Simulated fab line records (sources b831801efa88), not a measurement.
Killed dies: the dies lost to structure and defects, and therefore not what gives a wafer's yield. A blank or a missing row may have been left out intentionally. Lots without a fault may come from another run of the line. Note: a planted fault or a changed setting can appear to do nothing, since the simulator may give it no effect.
fab line records | flow sky130 | part 2 of 2: steps 29 to 35 of 35
record: lots: 5 wafers: 15 lastDay: 50
route steps=708 shown VIA1@472 METAL2@483
lots untouched by any fault: they come from a run of this same line in which no faults occurred
startH: hours from the record's opening day to when the first of the lot's shown wafers began | waitH: time in hours since the lot's previous step | " identical to the entry in the row above | L1.1+2: a row that stands for several wafers | - no value present, or no start provided | * or withheld: withheld | < > ~ a bound
route shown NAME@n: a module of which the file shows steps, and the number in the route of the first | usual: mean/standard deviation taken from wafers without a fault | same: alike in all rows | chamber/n: place in a boat | sites: readings site by site | _std_site: standard deviation across them | _edge_site: outer sites' mean less inner sites' | radiusMm: how far each site lies from the wafer's centre | mask NAME#n: copy n | behind: the tool/chamber that last shaped the wafer | hold: the reason the lot was held/the length of the hold in hours/how it ended | device: the n, p or np transistor that did not switch | end of line: tests run on the same wafers once the route is complete | step lacking rows: just its recipe | killed: the dies lost at the first sort to structure and to defects; this is not the yield of the wafer | map: dies across one wafer; x = killed, . = not, _ = none there
set.NAME: the run value of the setting; set.NAME@STEP: its run value at that earlier step | model.NAME: the simulator's own value behind a step, which no gauge read
a table for each step, a row for each wafer; lots at some steps of the route
services: from which hour (startH, from the record's first day; less than 0 if before it) a tool's chamber was out of use, for how many hours, and why
== steps ==
step: SKY_METAL2_DESCUM_17
recipe: chemistry: O2 sourcePowerW: 150 biasPowerW: 0 pressureMtorr: 10 tempC: 40 timeS: 8
usual: chamberPressureMTorr: 9.999/0.0091 drypumpMotorCurrentA: 5.4/0.32 oesProductAu: 1.016/0.013
columns lot.wafer tool chamber startH waitH chamberPressureMTorr drypumpMotorCurrentA oesProductAu rfHoursCounterH
L083.3 rieMetal-04 0 902.84 0.0 10.004 5.8 1.002 -
L083.4 " 1 " " 9.994 4.9 1.031 -
L083.5 " 1 " " 9.989 4.9 1.034 -
L089.3 rieMetal-04 0 938.00 0.0 10.005 5.9 1.014 -
L089.5 " 0 " " 9.997 5.8 1.015 -
L089.6 " 1 " " 9.990 5.0 1.057 -
L095.2 rieMetal-02 1 981.73 0.0 9.998 5.3 1.014 6
L095.5 " 0 " " 9.991 5.1 0.995 -
L095.6 " 1 " " 10.006 5.3 1.011 -
L097.1 rieMetal-01 0 988.65 0.0 10.000 6.0 1.010 2
L097.4 " 0 " " 10.007 6.0 1.019 -
L097.6 " 0 " " 10.000 6.0 1.007 -
L096.1 rieMetal-01 0 992.69 0.0 9.991 6.0 1.011 2
L096.3 " 0 " " 9.999 6.0 1.011 -
L096.6 " 1 " " 10.008 5.4 1.029 -
step: SKY_METAL2_ETCH_18
recipe: chemistry: N2/H2 target: BARC ionEnergyEv: 200 biasW: 100 pressureMtorr: 30 n2FlowSccm: 100 h2FlowSccm: 200 icpW: 500 stopOn: SiO2 timeS: 45.9 targetDepthA: 600
usual: chamberPressureMTorr: 29.994/0.026 drypumpMotorCurrentA: 5.4/0.32 h2FlowSccm: 200.1/0.67 n2FlowSccm: 100.0/0.3 oesProductAu: 0.855/0.0052 throttleValvePct: 13.225/0.0094
columns lot.wafer tool chamber startH waitH chamberPressureMTorr drypumpMotorCurrentA h2FlowSccm n2FlowSccm oesProductAu rfHoursCounterH throttleValvePct
L083.3 rieMetal-04 0 902.88 0.0 29.972 5.8 200.3 100.2 0.864 - 13.222
L083.4 " 1 " " 29.980 4.9 199.3 100.9 0.851 - 13.229
L083.5 " 1 " " 29.994 4.9 198.9 100.2 0.856 - 13.219
L089.3 rieMetal-04 0 938.05 0.0 29.998 5.8 200.7 100.2 0.853 - 13.233
L089.5 " 0 " " 29.993 5.9 201.1 100.1 0.837 - 13.219
L089.6 " 1 " " 30.013 5.0 200.8 100.0 0.860 - 13.222
L095.2 rieMetal-02 1 981.76 0.0 29.998 5.3 199.2 100.1 0.849 6 13.230
L095.5 " 0 " " 30.006 5.2 199.4 100.4 0.853 - 13.233
L095.6 " 1 " " 29.976 5.2 199.4 100.1 0.859 - 13.232
L097.1 rieMetal-01 0 988.68 0.0 29.929 6.0 199.2 99.7 0.843 2 13.235
L097.4 " 0 " " 29.993 6.0 199.6 99.5 0.853 - 13.228
L097.6 " 0 " " 29.993 6.0 199.2 99.8 0.865 - 13.241
L096.1 rieMetal-01 0 992.73 0.0 29.958 6.0 200.1 99.8 0.853 2 13.229
L096.3 " 0 " " 29.955 6.0 200.6 100.2 0.855 - 13.247
L096.6 " 1 " " 30.021 5.4 201.2 99.8 0.851 - 13.231
step: SKY_METAL2_METAL_ETCH_19
recipe: targetDepthA: 3600 stopOn: SiO2 overEtchFrac: 0.3 timeS: 78 chemistry: Cl2/BCl3 resistSidewallDeg: 88 pressureMtorr: 10 icpW: 900 biasW: 48.5 Cl2_flow_sccm: 60 bcl3FlowSccm: 30
usual: chamberPressureMTorr: 10.000/0.0095 drypumpMotorCurrentA: 5.4/0.32 oesProductAu: 0.855/0.0065 throttleValvePct: 22.264/0.009
columns lot.wafer tool chamber startH waitH chamberPressureMTorr drypumpMotorCurrentA oesProductAu rfHoursCounterH throttleValvePct
L083.3 rieMetal-04 0 902.96 0.1 10.007 5.8 0.852 - 22.257
L083.4 " 1 " " 10.009 5.0 0.854 - 22.260
L083.5 " 1 " " 10.005 4.9 0.848 - 22.275
L089.3 rieMetal-04 0 938.12 0.1 10.023 5.8 0.849 - 22.267
L089.5 " 0 " " 10.001 5.8 0.858 - 22.274
L089.6 " 1 " " 10.003 4.9 0.852 - 22.257
L095.2 rieMetal-02 1 981.83 0.0 9.992 5.3 0.855 6 22.256
L095.5 " 0 " " 9.992 5.2 0.858 - 22.266
L095.6 " 1 " " 10.004 5.3 0.857 - 22.263
L097.1 rieMetal-01 0 988.74 0.0 10.002 6.0 0.849 2 22.265
L097.4 " 0 " " 9.999 6.0 0.855 - 22.253
L097.6 " 0 " " 10.011 6.0 0.845 - 22.270
L096.1 rieMetal-01 0 992.79 0.0 9.989 6.0 0.840 2 22.281
L096.3 " 0 " " 9.987 6.0 0.862 - 22.257
L096.6 " 1 " " 10.004 5.3 0.860 - 22.277
step: SKY_METAL2_STRIP_20
recipe: chemistry: O2/N2 powerW: 1400 pressureMtorr: 1500 platenTempC: withheld o2FlowSccm: 3000 n2FlowSccm: 300 overashFraction: 0.5
usual: chamberPressureMTorr: 1499.9/1.4 drypumpMotorCurrentA: 5.6/0.65 n2FlowSccm: 300.0/0.93 oesProductAu: 0.341/0.005 stripTimeToEndpointS: 2.63/0.063
columns lot.wafer tool chamber startH waitH chamberPressureMTorr drypumpMotorCurrentA n2FlowSccm oesProductAu rfHoursCounterH stripTimeToEndpointS
L083.3 plasmaAsher-01 1 903.05 0.1 1500.1 4.8 300.4 0.346 - 2.71
L083.4 " 0 " " 1500.5 5.3 298.7 0.339 - 2.53
L083.5 " 1 " " 1499.6 4.8 301.1 0.332 - 2.53
L089.3 plasmaAsher-04 1 938.21 0.1 1499.4 5.8 300.1 0.340 - 2.67
L089.5 " 1 " " 1500.4 5.8 300.4 0.349 - 2.73
L089.6 " 0 " " 1500.6 6.6 299.1 0.341 - 2.52
L095.2 plasmaAsher-02 1 981.92 0.1 1499.4 6.1 298.5 0.345 53 2.62
L095.5 " 1 " " 1500.4 6.1 298.8 0.349 - 2.71
L095.6 " 0 " " 1500.0 4.9 299.8 0.342 - 2.63
L097.1 plasmaAsher-04 0 988.83 0.1 1500.8 6.6 299.6 0.343 86 2.60
L097.4 " 1 " " 1500.1 5.8 301.0 0.347 - 2.62
L097.6 " 0 " " 1502.1 6.6 300.6 0.343 - 2.63
L096.1 plasmaAsher-04 1 992.88 0.1 1499.7 5.9 299.7 0.348 87 2.65
L096.3 " 1 " " 1501.6 5.8 298.9 0.348 - 2.65
L096.6 " 0 " " 1500.8 6.6 298.8 0.338 - 2.60
step: SKY_METAL2_STRIP_21
recipe: chemistry: postEtchResidueRemover timeS: 1200 tempC: 72.5
columns lot.wafer tool chamber startH waitH
L083.3+4+5 wetBench-04 3 903.12 0.0
L089.3+5+6 wetBench-01 0 938.28 0.0
L095.2+5+6 wetBench-01 0 982.02 0.1
L097.1+4+6 wetBench-04 3 988.93 0.1
L096.1+3+6 wetBench-02 1 992.98 0.1
step: SKY_METAL2_CLEAN_22
recipe: chemistry: IPA timeS: 180 tempC: 25
columns lot.wafer tool chamber startH waitH
L083.3+4+5 wetBench-01 1 903.46 0.0
L089.3+5+6 wetBench-02 2 938.62 0.0
L095.2+5+6 wetBench-02 3 982.36 0.0
L097.1+4+6 wetBench-04 3 989.27 0.0
L096.1+3+6 wetBench-01 0 993.69 0.0
step: SKY_METAL2_CLEAN_23
recipe: chemistry: O3/DIW dry: n2Spin
columns lot.wafer tool chamber startH waitH
L083.3+4+5 wetBench-02 0 903.52 0.0
L089.3+5+6 wetBench-01 2 938.74 0.0
L095.2+5+6 wetBench-04 0 982.47 0.0
L097.1+4+6 wetBench-01 2 989.33 0.0
L096.1+3+6 wetBench-01 2 993.92 0.1
== services ==
columns tool chamber startH hours kind
rieDiel-04 - 861.39 2.8 pm
rieDiel-02 0 876.63 2.7 repair
cmp-01 - 878.11 0.3 repair
rieDiel-02 1 880.34 41.1 repair
rieMetal-04 0 892.59 2.8 repair
cvdW-01 1 892.70 5.2 repair
plasmaAsher-04 - 898.49 6.0 repair
plasmaAsher-03 - 901.00 20.1 pm
cvdW-02 - 904.00 14.0 pm
pvdSputter-03 - 904.17 1.0 repair
krfScanner-01 - 927.58 1.3 pm
cvdW-01 - 933.70 14.6 pm
wetBench-02 - 951.19 1.9 repair
cmp-02 - 954.50 1.0 repair
cvdW-01 - 954.96 0.6 repair
krfScanner-01 - 963.42 1.0 pm
cmp-02 - 968.29 5.8 pm
wetBench-02 - 977.25 2.5 repair
krfScanner-01 - 978.19 4.0 pm
cmp-02 - 978.55 17.9 pm
rieMetal-04 - 980.03 15.6 pm
rieMetal-01 - 981.74 4.0 pm
cvdW-01 - 986.74 2.8 pm
plasmaAsher-04 - 993.41 2.8 pm
